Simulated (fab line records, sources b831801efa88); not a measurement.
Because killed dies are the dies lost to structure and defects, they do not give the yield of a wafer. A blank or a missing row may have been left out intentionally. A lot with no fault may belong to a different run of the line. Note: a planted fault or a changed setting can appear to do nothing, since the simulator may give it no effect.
Chamber matching	flow gf180mcu	pecvd-04 running GF_PASSIVATION_CVD_00: 3 sister chambers
The step deposits SiO2 from TEOS, target thk 1000 nm, time 111.95 s. 16 wafers are shown with their chamber, then 8 later ones without.

## WAFERS PAIRED WITH THEIR CHAMBERS
wafer	chamber	heaterPowerW (W)
L449.1	1	726
L449.4	1	790
L449.6	2	918
L450.3	2	740
L450.5	2	812
L450.6	1	632
L451.1	2	782
L451.2	1	756
L451.3	2	853
L453.1	1	664
L453.3	2	711
L453.5	0	547
L455.3	2	768
L455.4	0	665
L455.6	1	726
L467.1	0	649

SIGNATURES, as means of the wafers listed above
reading	chamber 0	chamber 1	chamber 2	scatter within a chamber
heaterPowerW	620.33	715.67	797.71	65
Rule: a wafer's distance from a chamber is the root of the sum, over the readings, of the square of ((its reading less the chamber's mean) divided by the reading's scatter). If the next closest chamber is less than 2 further off than the closest, the wafer can't be placed; otherwise it belongs to the closest. The scatter: the root of (the sum of the squares of (reading less its chamber's mean) over the shown wafers, divided by (wafers less chambers)).

## WAFERS WITH NO CHAMBER GIVEN
wafer	heaterPowerW (W)
L467.5	697
L467.6	854
L469.1	709
L469.2	900
L469.3	577
L471.1	840
L471.3	760
L471.5	917

## THE CHAMBER EACH PASSED THROUGH
wafer	from the rows above	in truth
L467.5	can't be placed: 1 or 0 or 2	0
L467.6	can't be placed: 2 or 1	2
L469.1	can't be placed: 1 or 0 or 2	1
L469.2	can't be placed: 2 or 1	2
L469.3	can't be placed: 0 or 1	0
L471.1	can't be placed: 2 or 1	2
L471.3	can't be placed: 2 or 1 or 0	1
L471.5	can't be placed: 2 or 1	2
Correct placement for 0 of the 8. Not placeable from these rows: 8 (in 8, the candidates include the true chamber). 0 placed wrongly.
